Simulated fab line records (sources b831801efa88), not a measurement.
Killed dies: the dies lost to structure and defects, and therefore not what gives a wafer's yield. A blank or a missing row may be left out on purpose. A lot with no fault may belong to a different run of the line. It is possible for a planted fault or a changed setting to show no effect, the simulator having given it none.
fab line records	flow sky130
[record] lots = 13	wafers = 39	lastDay = 50
route steps=708 shown PWDE@84 VT_ADJUST_NCORE@125 VT_ADJUST_HVTR@139 PAD_OPEN@708
lots that met no fault: taken from a fault-free run of the same line
startH: the number of hours between the record's first day and the start of the first shown wafer of the lot	waitH: time in hours since the lot's previous step	" the same as in the row above	L1.1+2: one row covering several wafers at once	- no value, or no start given	* or withheld: withheld	< > ~ a bound
route shown NAME@n: names a module that has steps shown in the file, with the first one's number in the route	usual: mean/standard deviation taken from wafers without a fault	same: alike in all rows	chamber/n: place in a boat	sites: per-site readings	_std_site: standard deviation of those values	_edge_site: mean of outer sites minus mean of inner sites	radiusMm: for every site, how far away it sits from the centre of the wafer	mask NAME#n: copy n	behind: the last tool/chamber to shape the wafer	hold: why the lot went on hold/how many hours it stayed there/how the hold came to an end	device: which transistor (n, p or np) failed to switch	end of line: tests run on the same wafers once the route is complete	a step without rows: its recipe alone	killed: not the wafer's yield, but the dies lost to structure and defects at the first sort	map: per-die view of a wafer (x killed, . not killed, _ where there is no die)
set.NAME: the setting that was run; set.NAME@STEP: the one run at that earlier step	model.NAME: the simulator's own value behind a step, which no gauge read
the route's steps for a sample of lots (tables are steps, rows are wafers)
services: from which hour (startH, from the record's first day; less than 0 if before it) a tool's chamber was out of use, for how many hours, and why
[[steps]]
[step SKY_NWELL_RS_MEAS_31]
[recipe] thkMeasGauge = four-point-probe
[usual] PWDE_RS = 5276/16
lot.wafer	tool	chamber	startH	waitH	PWDE_RS[ohm/sq]
L864.2	filmMetro-04	-	108.80	0.1	5291
L864.4	"	-	"	"	5289
L864.5	"	-	"	"	5282
L866.1	filmMetro-04	-	115.87	0.1	5255
L866.4	"	-	"	"	5273
L866.5	"	-	"	"	5279
L867.2	filmMetro-01	-	123.34	0.1	5296
L867.3	"	-	"	"	5270
L867.6	"	-	"	"	5264
L868.1	filmMetro-01	-	130.27	0.1	5287
L868.2	"	-	"	"	5293
L868.6	"	-	"	"	5297
L869.3	filmMetro-04	-	134.87	0.1	5284
L869.4	"	-	"	"	5312
L869.5	"	-	"	"	5305
L870.1	filmMetro-03	-	142.02	0.1	5262
L870.2	"	-	"	"	5266
L870.5	"	-	"	"	5260
L871.2	filmMetro-03	-	150.74	0.1	5286
L871.3	"	-	"	"	5271
L871.6	"	-	"	"	5267
L874.4	filmMetro-01	-	163.79	0.1	5284
L874.5	"	-	"	"	5275
L874.6	"	-	"	"	5287
L876.2	filmMetro-04	-	175.59	0.1	5276
L876.3	"	-	"	"	5268
L876.5	"	-	"	"	5264
L878.2	filmMetro-01	-	191.31	0.1	5253
L878.5	"	-	"	"	5250
L878.6	"	-	"	"	5257
L880.4	filmMetro-03	-	197.70	0.1	5290
L880.5	"	-	"	"	5294
L880.6	"	-	"	"	5299
L881.1	filmMetro-04	-	204.67	0.1	5257
L881.4	"	-	"	"	5262
L881.5	"	-	"	"	5262
L886.3	filmMetro-04	-	238.16	0.1	5279
L886.4	"	-	"	"	5274
L886.5	"	-	"	"	5272
[step SKY_VT_ADJUST_NCORE_DEVELOP_06]
[recipe] resist = NOVOLAK	developer = TMAH	developTimeS = 60	devTempC = 23
lot.wafer	tool	chamber	startH	waitH
L864.2+4+5	lithoTrack-04	0	188.02	0.1
L866.1+4+5	lithoTrack-01	0	196.05	0.1
L867.2+3+6	lithoTrack-01	0	205.12	0.1
L868.1+2+6	lithoTrack-03	0	213.40	0.1
L869.3+4+5	lithoTrack-01	0	218.55	0.1
L870.1+2+5	lithoTrack-04	0	225.50	0.1
L871.2+3+6	lithoTrack-03	0	236.27	0.1
L874.4+5+6	lithoTrack-04	0	250.82	0.1
L876.2+3+5	lithoTrack-01	0	266.17	0.1
L878.2+5+6	lithoTrack-03	0	283.72	0.1
L880.4+5+6	lithoTrack-03	0	292.97	0.1
L881.1+4+5	lithoTrack-04	0	300.15	0.1
L886.3+4+5	lithoTrack-04	0	337.75	0.1
[step SKY_VT_ADJUST_NCORE_CD_MEAS_07]
[recipe] targetCdNm = 380
[usual] cdNm = 381.3/2.7
lot.wafer	tool	chamber	startH	waitH	cdNm
L864.2	cdSem-02	-	188.17	0.1	379.7
L864.4	"	-	"	"	378.3
L864.5	"	-	"	"	377.8
L866.1	cdSem-02	-	196.25	0.2	385.7
L866.4	"	-	"	"	386.6
L866.5	"	-	"	"	387.1
L867.2	cdSem-01	-	205.27	0.1	377.6
L867.3	"	-	"	"	378.3
L867.6	"	-	"	"	379.2
L868.1	cdSem-02	-	213.55	0.1	384.7
L868.2	"	-	"	"	382.6
L868.6	"	-	"	"	383.8
L869.3	cdSem-01	-	218.69	0.1	384.4
L869.4	"	-	"	"	386.1
L869.5	"	-	"	"	383.6
L870.1	cdSem-02	-	225.65	0.1	377.9
L870.2	"	-	"	"	380.1
L870.5	"	-	"	"	379.7
L871.2	cdSem-01	-	236.42	0.1	383.1
L871.3	"	-	"	"	383.4
L871.6	"	-	"	"	383.8
L874.4	cdSem-01	-	250.96	0.1	380.3
L874.5	"	-	"	"	380.9
L874.6	"	-	"	"	381.5
L876.2	cdSem-02	-	266.32	0.1	380.2
L876.3	"	-	"	"	385.3
L876.5	"	-	"	"	379.5
L878.2	cdSem-01	-	283.87	0.1	389.1
L878.5	"	-	"	"	388.6
L878.6	"	-	"	"	380.5
L880.4	cdSem-01	-	293.11	0.1	381.8
L880.5	"	-	"	"	390.4
L880.6	"	-	"	"	380.2
L881.1	cdSem-02	-	300.30	0.1	381.1
L881.4	"	-	"	"	378.9
L881.5	"	-	"	"	381.3
L886.3	cdSem-01	-	337.89	0.1	378.5
L886.4	"	-	"	"	375.2
L886.5	"	-	"	"	376.6
[step SKY_VT_ADJUST_NCORE_STRIP_10]
[recipe] chemistry = O2/N2	powerW = 1400	pressureMtorr = 1500	platenTempC = withheld	o2FlowSccm = 3000	n2FlowSccm = 300	overashFraction = 0.5
[usual] drypumpMotorCurrentA = 5.8/0.41	oesProductAu = 0.715/0.0048	stripTimeToEndpointS = 14.17/0.046
lot.wafer	tool	chamber	startH	waitH	drypumpMotorCurrentA	oesProductAu	rfHoursCounterH	stripTimeToEndpointS
L864.2	plasmaAsher-04	1	188.45	0.1	6.1	0.723	47	14.24
L864.4	"	0	"	"	4.8	0.719	-	14.22
L864.5	"	1	"	"	6.1	0.713	-	14.26
L866.1	plasmaAsher-04	0	196.56	0.1	4.8	0.712	48	14.22
L866.4	"	0	"	"	4.8	0.708	-	14.20
L866.5	"	1	"	"	6.1	0.730	-	14.18
L867.2	plasmaAsher-03	0	205.55	0.1	6.1	0.720	40	14.24
L867.3	"	1	"	"	6.0	0.717	-	14.20
L867.6	"	0	"	"	6.2	0.713	-	14.17
L868.1	plasmaAsher-01	1	213.85	0.1	5.4	0.717	9	14.19
L868.2	"	0	"	"	5.9	0.714	9	14.26
L868.6	"	1	"	"	5.3	0.711	-	14.18
L869.3	plasmaAsher-03	0	218.99	0.1	6.1	0.714	-	14.10
L869.4	"	1	"	"	6.0	0.706	-	14.12
L869.5	"	0	"	"	6.1	0.718	-	14.14
L870.1	plasmaAsher-03	0	225.95	0.1	6.1	0.711	42	14.14
L870.2	"	1	"	"	6.0	0.712	42	14.15
L870.5	"	1	"	"	6.0	0.713	-	14.12
L871.2	plasmaAsher-01	0	236.70	0.1	5.9	0.718	11	14.16
L871.3	"	1	"	"	5.4	0.716	-	14.18
L871.6	"	1	"	"	5.4	0.715	-	14.18
L874.4	plasmaAsher-03	1	251.24	0.1	6.0	0.717	-	14.17
L874.5	"	1	"	"	6.0	0.718	-	14.12
L874.6	"	0	"	"	6.1	0.708	-	14.16
L876.2	plasmaAsher-01	0	266.60	0.1	5.9	0.715	16	14.15
L876.3	"	0	"	"	5.9	0.718	-	14.14
L876.5	"	1	"	"	5.4	0.705	-	14.18
L878.2	plasmaAsher-01	0	284.15	0.1	6.0	0.711	17	14.12
L878.5	"	1	"	"	5.4	0.711	-	14.17
L878.6	"	0	"	"	6.0	0.713	-	14.14
L880.4	plasmaAsher-03	1	293.38	0.1	6.0	0.711	-	14.11
L880.5	"	1	"	"	5.9	0.715	-	14.18
L880.6	"	0	"	"	6.1	0.714	-	14.16
L881.1	plasmaAsher-01	0	300.60	0.1	6.0	0.710	19	14.14
L881.4	"	0	"	"	5.9	0.717	-	14.23
L881.5	"	1	"	"	5.4	0.720	-	14.17
L886.3	plasmaAsher-03	0	338.19	0.1	6.1	0.718	-	14.12
L886.4	"	1	"	"	6.0	0.721	-	14.07
L886.5	"	1	"	"	6.0	0.705	-	14.10
[step SKY_VT_ADJUST_HVTR_OVL_MEAS_08]
[usual] VT_ADJUST_HVTR_OVL = 1.2/1.5
lot.wafer	tool	chamber	startH	waitH	VT_ADJUST_HVTR_OVL[nm]
L864.2	overlay-02	-	209.56	0.1	3.5
L864.4	"	-	"	"	2.9
L864.5	"	-	"	"	3.1
L866.1	overlay-02	-	219.15	0.1	-0.3
L866.4	"	-	"	"	-1.2
L866.5	"	-	"	"	0.2
L867.2	overlay-01	-	228.22	0.1	1.5
L867.3	"	-	"	"	0.1
L867.6	"	-	"	"	1.9
L868.1	overlay-02	-	235.92	0.1	1.6
L868.2	"	-	"	"	0.8
L868.6	"	-	"	"	0.6
L869.3	overlay-02	-	241.98	0.1	2.9
L869.4	"	-	"	"	1.0
L869.5	"	-	"	"	2.3
L870.1	overlay-02	-	248.70	0.1	-1.0
L870.2	"	-	"	"	1.0
L870.5	"	-	"	"	0.6
L871.2	overlay-02	-	259.82	0.1	-0.8
L871.3	"	-	"	"	-0.5
L871.6	"	-	"	"	-1.8
L874.4	overlay-01	-	276.37	0.1	2.7
L874.5	"	-	"	"	3.4
L874.6	"	-	"	"	0.9
L876.2	overlay-02	-	291.17	0.1	3.8
L876.3	"	-	"	"	3.7
L876.5	"	-	"	"	2.7
L878.2	overlay-02	-	310.47	0.1	3.2
L878.5	"	-	"	"	1.0
L878.6	"	-	"	"	0.8
L880.4	overlay-01	-	319.07	0.1	3.5
L880.5	"	-	"	"	0.3
L880.6	"	-	"	"	1.7
L881.1	overlay-01	-	326.70	0.1	-0.1
L881.4	"	-	"	"	-2.2
L881.5	"	-	"	"	-1.7
L886.3	overlay-02	-	366.38	0.1	0.8
L886.4	"	-	"	"	0.3
L886.5	"	-	"	"	1.6
[step SKY_PAD_OPEN_PROBE_99]
[usual] killed_at_M0_to_M3 = 42/6.7	killed_at_M4_up = 3.3/2.1	killedAtContacts = 24/5.1	killedAtFrontEnd = 15/4.6	killedAtOther = 0.3/0.58	killedDies = 85/9.9	killedOpen = 46/6.9	killedShort = 38/7
[same] grossDies = 492	killedAtBackSide = 0
lot.wafer	tool	chamber	startH	waitH	killed_at_M0_to_M3	killed_at_M4_up	killedAtContacts	killedAtFrontEnd	killedAtOther	killedDies	killedOpen	killedShort
L874.4	prober-01	-	1142.25	0.2	37	6	17	22	1	83	50	32
L874.5	prober-01	-	1142.30	0.2	38	6	22	18	0	84	47	35
L874.6	prober-01	-	1142.35	0.2	31	5	28	8	1	73	39	33
L876.2	prober-01	-	1152.72	0.1	37	2	29	10	0	78	46	31
L876.3	prober-01	-	1152.77	0.2	58	4	21	11	1	95	53	41
L876.5	prober-01	-	1152.87	0.2	33	3	20	10	2	68	32	36
L878.2	prober-01	-	1164.16	0.1	45	4	26	29	0	104	62	41
L878.5	prober-01	-	1164.31	0.2	48	2	19	13	0	82	47	35
L878.6	prober-01	-	1164.36	0.2	40	5	26	13	1	85	42	43
L880.4	prober-01	-	1167.47	0.2	39	3	25	16	1	84	44	40
L880.5	prober-01	-	1167.52	0.2	43	3	28	23	0	97	55	41
L880.6	prober-01	-	1167.57	0.2	35	2	24	19	0	80	45	35
// killed by level:class
L874.4 VIA3:geometricParticle:open=9 VIA1:geometricParticle:open=7 POLY_GATE:geometricParticle:open=6 LI_CONTACT:geometricParticle:open=6 FIELD_ISO:geometricParticle:open=5 CONTACT:geometricParticle:open=5 METAL1:geometricParticle:short=4 METAL2:geometricParticle:short=4
L874.5 VIA1:geometricParticle:open=11 CONTACT:geometricParticle:open=9 LI_CONTACT:geometricParticle:open=7 VIA2:geometricParticle:open=5 VIA3:geometricParticle:open=5 METAL4:geometricParticle:short=5 FIELD_ISO:geometricParticle:open=4 FIELD_ISO:geometricParticle:short=4
L874.6 CONTACT:geometricParticle:open=10 VIA3:geometricParticle:open=7 CONTACT:geometricParticle:short=6 LI_CONTACT:geometricParticle:short=5 LI_CONTACT:geometricParticle:open=5 VIA1:geometricParticle:open=5 VIA3:geometricParticle:short=5 POLY_GATE:geometricParticle:open=3
L876.2 CONTACT:geometricParticle:open=13 LI_CONTACT:geometricParticle:open=8 METAL1:geometricParticle:short=7 VIA1:geometricParticle:open=7 VIA2:geometricParticle:open=6 LOCAL_INTERCONNECT:geometricParticle:short=4 METAL2:geometricParticle:short=4 POLY_GATE:geometricParticle:short=3
L876.3 VIA1:geometricParticle:open=15 CONTACT:geometricParticle:open=10 VIA2:geometricParticle:open=9 VIA2:geometricParticle:short=8 VIA3:geometricParticle:open=7 METAL2:geometricParticle:short=6 CONTACT:geometricParticle:short=5 POLY_GATE:geometricParticle:short=4
L876.5 CONTACT:geometricParticle:open=6 VIA3:geometricParticle:open=6 LI_CONTACT:geometricParticle:open=5 METAL1:geometricParticle:short=5 VIA2:geometricParticle:open=5 LI_CONTACT:geometricParticle:short=4 METAL2:geometricParticle:short=4 POLY_GATE:geometricParticle:open=3
L878.2 LI_CONTACT:geometricParticle:open=11 FIELD_ISO:geometricParticle:short=10 VIA3:geometricParticle:open=9 VIA2:geometricParticle:open=9 CONTACT:geometricParticle:open=8 VIA1:geometricParticle:open=7 CONTACT:geometricParticle:short=5 POLY_GATE:geometricParticle:short=4
L878.5 CONTACT:geometricParticle:open=9 VIA1:geometricParticle:open=9 VIA2:geometricParticle:open=9 VIA2:geometricParticle:short=7 VIA3:geometricParticle:open=7 METAL2:geometricParticle:short=5 LOCAL_INTERCONNECT:geometricParticle:short=4 FIELD_ISO:geometricParticle:short=3
L878.6 LI_CONTACT:geometricParticle:open=12 METAL2:geometricParticle:short=9 CONTACT:geometricParticle:open=6 CONTACT:geometricParticle:short=5 VIA3:geometricParticle:open=4 VIA1:geometricParticle:short=4 VIA1:geometricParticle:open=4 VIA2:geometricParticle:open=4
L880.4 VIA1:geometricParticle:open=13 CONTACT:geometricParticle:open=10 LI_CONTACT:geometricParticle:open=7 METAL1:geometricParticle:short=6 POLY_GATE:geometricParticle:short=5 VIA2:geometricParticle:open=5 FIELD_ISO:geometricParticle:short=4 VIA3:geometricParticle:open=4
L880.5 VIA1:geometricParticle:open=15 FIELD_ISO:geometricParticle:open=9 LI_CONTACT:geometricParticle:open=8 CONTACT:geometricParticle:short=8 FIELD_ISO:geometricParticle:short=7 VIA2:geometricParticle:open=7 CONTACT:geometricParticle:open=6 LOCAL_INTERCONNECT:geometricParticle:short=4
L880.6 CONTACT:geometricParticle:open=10 VIA1:geometricParticle:open=10 LI_CONTACT:geometricParticle:open=7 FIELD_ISO:geometricParticle:short=6 VIA3:geometricParticle:short=6 VIA1:geometricParticle:short=5 METAL1:geometricParticle:short=5 POLY_GATE:geometricParticle:open=4
[[services]]
tool	chamber	startH	hours	kind
plasmaAsher-03	-	183.27	1.4	repair
plasmaAsher-04	-	208.50	11.1	repair
plasmaAsher-04	-	239.75	22.9	repair
[[key]]
[firstSign] step = SKY_VT_ADJUST_NCORE_CD_MEAS_07	reading = cdNm	direction = up	sigmas = 3	usual = 381.3	struck = 389.4
effect none on later readings
metAt SKY_VT_ADJUST_NCORE_DEVELOP_06
struckLots L878,L880
struckWafers L878.2,L878.5,L880.5
testerLeftOut L878,L880
notActingAt SKY_NWELL_RS_MEAS_31,SKY_VT_ADJUST_NCORE_STRIP_10,SKY_VT_ADJUST_HVTR_OVL_MEAS_08
onsetBetween 236.27 283.72
[fault] kind = processParameterDrift	tool = lithoTrack-03	chamber = -	onsetH = 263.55	steps = SKY_VT_ADJUST_NCORE_DEVELOP_06	channel = developTimeS	offset = *	shape = step	endH = 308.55	scope = struckWafersOnly	actsIn = *	stated = *
// testerLeftOut: of these lots the tester's yield and bins aren't shown, on N5 and GAA mostly nor the transistor test; their killed dies are dies lost to structure and defects alone, not to doping, threshold or leakage, so they don't give the yield
